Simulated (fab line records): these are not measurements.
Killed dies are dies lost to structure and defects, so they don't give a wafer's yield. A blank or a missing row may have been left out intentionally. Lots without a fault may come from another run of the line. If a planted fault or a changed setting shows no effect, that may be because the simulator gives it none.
Which tool is to blame?	flow gf180mcu	24 lots with 72 wafers sampled at 5 steps, on a route of 602 steps

== WHAT THE GAUGES SHOWED, per wafer ==
GF_M2_CD_MEAS_14: target cd 280 nm. Usual: cd-nm reads 280.2 nm (standard deviation 1).
lot	measured	on	cd-nm (nm)	flag
L074	day 19 10:53	cd-sem-02	279.9 281.3 280.3	
L075	day 19 14:39	cd-sem-02	280.4 279.4 279.6	
L076	day 20 01:05	cd-sem-01	279.5 279.5 280.0	
L077	day 20 01:25	cd-sem-02	279.3 277.9 279.3	
L078	day 21 03:23	cd-sem-01	279.3 279.5 280.6	
L079	day 21 09:17	cd-sem-01	280.2 279.9 280.5	
L080	day 21 19:52	cd-sem-02	281.6 280.2 282.2	
L081	day 22 11:43	cd-sem-02	280.5 280.3 280.9	
L082	day 22 20:29	cd-sem-01	281.8 280.2 279.8	
L083	day 22 23:38	cd-sem-01	279.6 280.6 281.4	
L084	day 23 09:31	cd-sem-02	281.4 281.0 280.8	
L085	day 23 18:29	cd-sem-01	281.1 280.6 279.8	
L086	day 24 00:01	cd-sem-02	280.7 279.9 279.3	
L087	day 24 04:43	cd-sem-02	279.6 278.9 280.7	
L089	day 24 17:49	cd-sem-01	280.1 279.7 280.5	
L088	day 24 19:55	cd-sem-02	278.0 277.8 278.9	
L090	day 25 01:52	cd-sem-01	278.8 279.3 280.7	
L091	day 25 08:27	cd-sem-02	279.4 280.0 280.5	
L092	day 25 12:35	cd-sem-02	281.2 280.1 280.0	
L093	day 25 13:56	cd-sem-01	279.9 279.4 279.7	
L094	day 26 02:50	cd-sem-02	280.9 281.2 280.4	
L095	day 26 11:19	cd-sem-02	281.4 282.6 281.9	
L096	day 26 15:43	cd-sem-02	280.0 279.9 281.8	
L097	day 26 21:15	cd-sem-01	279.9 280.3 279.1	

GF_V2_THK_MEAS_03. Usual: for V2_CVD_02_THK the level is 850 nm and the standard deviation is 12.
lot	measured	on	V2_CVD_02_THK (nm)	flag
L074	day 19 11:52	film-metro-02	846 865 850	
L075	day 19 15:38	film-metro-03	855 849 875	
L076	day 20 02:06	film-metro-04	837 855 866	
L077	day 20 02:25	film-metro-03	847 835 845	
L078	day 21 04:23	film-metro-02	849 862 848	
L079	day 21 10:19	film-metro-02	848 856 836	
L080	day 21 20:56	film-metro-03	842 857 850	
L081	day 22 12:50	film-metro-02	842 845 852	
L082	day 22 21:29	film-metro-02	852 859 864	
L083	day 23 00:40	film-metro-04	848 828 846	
L084	day 23 10:31	film-metro-03	863 855 872	
L085	day 23 19:31	film-metro-03	843 850 871	
L086	day 24 01:05	film-metro-03	850 865 868	
L087	day 24 05:41	film-metro-02	860 876 874	
L089	day 24 18:50	film-metro-04	857 852 864	
L088	day 24 20:55	film-metro-03	855 861 856	
L090	day 25 02:58	film-metro-02	821 822 833	
L091	day 25 09:28	film-metro-04	841 866 854	
L092	day 25 13:40	film-metro-03	841 841 847	
L093	day 25 15:00	film-metro-02	835 863 845	
L094	day 26 03:58	film-metro-04	857 854 853	
L095	day 26 12:19	film-metro-03	845 857 852	
L096	day 26 16:47	film-metro-04	838 856 833	
L097	day 26 22:15	film-metro-02	846 860 869	

GF_V4_THK_MEAS_25: measures by xrf. Usual: for V4_W_THK the level is 365 nm and the standard deviation is 5.9.
lot	measured	on	V4_W_THK (nm)	flag
L074	day 24 17:54	film-metro-02	355 364 359	
L075	day 24 21:53	film-metro-04	360 366 364	
L076	day 25 06:13	film-metro-03	382 381 376	
L077	day 25 07:08	film-metro-03	374 373 375	
L078	day 26 04:34	film-metro-02	356 351 352	
L079	day 26 09:46	film-metro-03	370 366 374	
L080	day 26 20:07	film-metro-04	368 369 367	
L081	day 27 09:11	film-metro-03	376 372 371	
L082	day 27 16:26	film-metro-04	364 365 362	
L083	day 27 19:58	film-metro-03	365 370 367	
L084	day 28 03:50	film-metro-04	363 365 362	
L085	day 28 10:59	film-metro-02	366 366 368	
L086	day 28 17:07	film-metro-02	356 357 357	
L087	day 28 20:29	film-metro-02	369 364 367	
L089	day 29 07:26	film-metro-03	371 369 373	
L088	day 29 09:59	film-metro-04	367 365 359	
L090	day 29 14:26	film-metro-04	357 362 361	
L091	day 29 22:22	film-metro-04	365 360 361	
L092	day 30 00:41	film-metro-04	368 363 362	
L093	day 30 02:37	film-metro-04	359 360 359	
L094	day 30 13:29	film-metro-03	366 361 364	
L095	day 30 20:23	film-metro-04	366 365 365	
L096	day 31 00:02	film-metro-04	367 366 365	
L097	day 31 06:25	film-metro-02	366 361 361	

== WHICH TOOL RAN EACH LOT (tool, then ch and the chambers of the sampled wafers, then the start) ==
lot	GF_V3_STRIP_18	GF_V4_ETCH_16
L074	plasma-asher-03 ch 0,1, day 22 15:59	rie-diel-01 ch 1,2, day 24 16:51
L075	plasma-asher-03 ch 0,1, day 22 20:13	rie-diel-02 ch 0,1,3, day 24 20:51
L076	plasma-asher-01 ch 0,1, day 23 05:37	rie-diel-03 ch 0,1,2, day 25 05:11
L077	plasma-asher-04 ch 0,1, day 23 05:58	rie-diel-01 ch 1,2,3, day 25 06:08
L078	plasma-asher-01 ch 0,1, day 24 06:11	rie-diel-02 ch 0,1,3, day 26 03:22
L079	plasma-asher-01 ch 0,1, day 24 11:19	rie-diel-02 ch 0,1,3, day 26 08:44
L080	plasma-asher-01 ch 0,1, day 24 21:20	rie-diel-02 ch 0,3, day 26 19:05
L081	plasma-asher-01 ch 0,1, day 25 12:41	rie-diel-02 ch 1,2,3, day 27 08:06
L082	plasma-asher-01 ch 0,1, day 25 19:23	rie-diel-02 ch 0,1,3, day 27 15:04
L083	plasma-asher-04 ch 0,1, day 25 22:55	rie-diel-02 ch 0,1,2, day 27 18:50
L084	plasma-asher-03 ch 0,1, day 26 06:42	rie-diel-02 ch 0,2,3, day 28 02:41
L085	plasma-asher-04 ch 0,1, day 26 15:01	rie-diel-03 ch 0,1,2, day 28 09:56
L086	plasma-asher-01 ch 0,1, day 26 21:02	rie-diel-02 ch 2,3, day 28 16:04
L087	plasma-asher-03 ch 0,1, day 27 00:56	rie-diel-02 ch 2,3, day 28 19:27
L089	plasma-asher-03 ch 0,1, day 27 12:05	rie-diel-01 ch 1,2, day 29 06:26
L088	plasma-asher-04 ch 0,1, day 27 14:40	rie-diel-01 ch 1,2,3, day 29 08:59
L090	plasma-asher-03 ch 1, day 27 19:26	rie-diel-01 ch 2,3, day 29 13:24
L091	plasma-asher-01 ch 0,1, day 28 02:35	rie-diel-02 ch 1,3, day 29 21:16
L092	plasma-asher-01 ch 0,1, day 28 06:40	rie-diel-02 ch 1,2, day 29 23:38
L093	plasma-asher-04 ch 0,1, day 28 08:31	rie-diel-02 ch 0,1,2, day 30 01:37
L094	plasma-asher-01 ch 0,1, day 28 19:16	rie-diel-03 ch 0,1,2, day 30 12:27
L095	plasma-asher-01 ch 0, day 29 03:10	rie-diel-03 ch 1,2, day 30 19:23
L096	plasma-asher-04 ch 0,1, day 29 07:46	rie-diel-03 ch 0,2,3, day 30 22:54
L097	plasma-asher-03 ch 0,1, day 29 13:53	rie-diel-02 ch 0,1,2, day 31 05:25
- GF_V3_STRIP_18: strips in O2/N2.
- GF_V4_ETCH_16: etches BARC in N2/H2.

== AS READ BY THE TOOLS THEMSELVES (means over the sampled wafers that have a number; for cases with no such wafer, the mark the record gives instead) ==
GF_V3_STRIP_18. Usual: drypump-motor-current-A 5.7 A, standard deviation 0.37; heater-power-w 303 W, standard deviation 34; o2-flow-sccm 3001 sccm, standard deviation 8; oes-product-au 0.593 a.u., standard deviation 0.0052; platen-temp-c 250.00 C, standard deviation 0.18.
lot	tool	drypump-motor-current-A (A)	heater-power-w (W)	o2-flow-sccm (sccm)	oes-product-au (a.u.)	platen-temp-c (C)	flag
L074	plasma-asher-03	6.0	252	2998	0.596	249.95	
L075	plasma-asher-03	6.0	249	3009	0.592	250.12	
L076	plasma-asher-01	5.5	305	3005	0.596	250.10	
L077	plasma-asher-04	5.6	337	3010	0.592	249.97	
L078	plasma-asher-01	5.5	313	3005	0.594	250.10	
L079	plasma-asher-01	5.5	311	2994	0.593	250.06	
L080	plasma-asher-01	5.5	310	2996	0.590	249.97	
L081	plasma-asher-01	5.5	310	2998	0.591	250.01	
L082	plasma-asher-01	5.5	311	2990	0.594	249.82	
L083	plasma-asher-04	5.8	326	3001	0.592	249.85	
L084	plasma-asher-03	5.7	267	3004	0.591	249.85	
L085	plasma-asher-04	5.6	338	2999	0.596	250.00	
L086	plasma-asher-01	5.5	310	3000	0.588	249.95	
L087	plasma-asher-03	6.0	250	3010	0.596	250.13	
L089	plasma-asher-03	6.0	252	3003	0.594	249.96	
L088	plasma-asher-04	5.8	327	3007	0.597	249.97	
L090	plasma-asher-03	6.4	241	2999	0.589	250.06	
L091	plasma-asher-01	5.5	312	2998	0.598	249.98	
L092	plasma-asher-01	5.6	315	2993	0.587	250.10	
L093	plasma-asher-04	5.8	327	3000	0.596	249.81	
L094	plasma-asher-01	5.5	305	3002	0.592	249.96	
L095	plasma-asher-01	5.5	302	2995	0.595	249.91	
L096	plasma-asher-04	5.8	330	2993	0.596	249.96	
L097	plasma-asher-03	5.7	264	3002	0.593	250.08	

GF_V4_ETCH_16. Usual: drypump-motor-current-A 5.9 A, standard deviation 0.38; oes-product-au 0.854 a.u., standard deviation 0.0048; throttle-valve-pct 13.224 %, standard deviation 0.0094.
lot	tool	drypump-motor-current-A (A)	oes-product-au (a.u.)	throttle-valve-pct (%)	flag
L074	rie-diel-01	5.4	0.853	13.218	
L075	rie-diel-02	6.1	0.852	13.227	
L076	rie-diel-03	6.0	0.854	13.229	
L077	rie-diel-01	5.7	0.856	13.216	
L078	rie-diel-02	6.1	0.849	13.228	
L079	rie-diel-02	6.1	0.856	13.227	
L080	rie-diel-02	6.0	0.856	13.226	
L081	rie-diel-02	6.0	0.857	13.216	
L082	rie-diel-02	6.1	0.855	13.227	
L083	rie-diel-02	5.8	0.856	13.219	
L084	rie-diel-02	5.8	0.855	13.228	
L085	rie-diel-03	6.0	0.852	13.220	
L086	rie-diel-02	5.7	0.856	13.232	
L087	rie-diel-02	6.0	0.851	13.222	
L089	rie-diel-01	5.4	0.854	13.235	
L088	rie-diel-01	5.7	0.856	13.230	
L090	rie-diel-01	5.8	0.857	13.221	
L091	rie-diel-02	6.3	0.853	13.216	
L092	rie-diel-02	6.0	0.856	13.218	
L093	rie-diel-02	5.8	0.858	13.224	
L094	rie-diel-03	6.0	0.853	13.223	
L095	rie-diel-03	6.1	0.852	13.222	
L096	rie-diel-03	6.0	0.861	13.231	
L097	rie-diel-02	5.8	0.852	13.232	

== THE ANSWER, worked out from the rows above alone ==
Rule: a lot counts as off when the mean over its wafers that have a number is more than 3 standard deviations away from the usual mean. Also off: a lot with no number at a reading for which 4 or more lots have one. The other lots that the step has rows for count as sound. The gauges are gone through in route order, then the tools' own readings, and for those a lot's mean is taken as printed above. The first step at which some lot is off is used, and at that step the reading that is off furthest; a lot without a number counts as furthest.
No lot is off at any reading shown: from this, nothing can be told.

== WHAT THE SIMULATOR PUT IN ==
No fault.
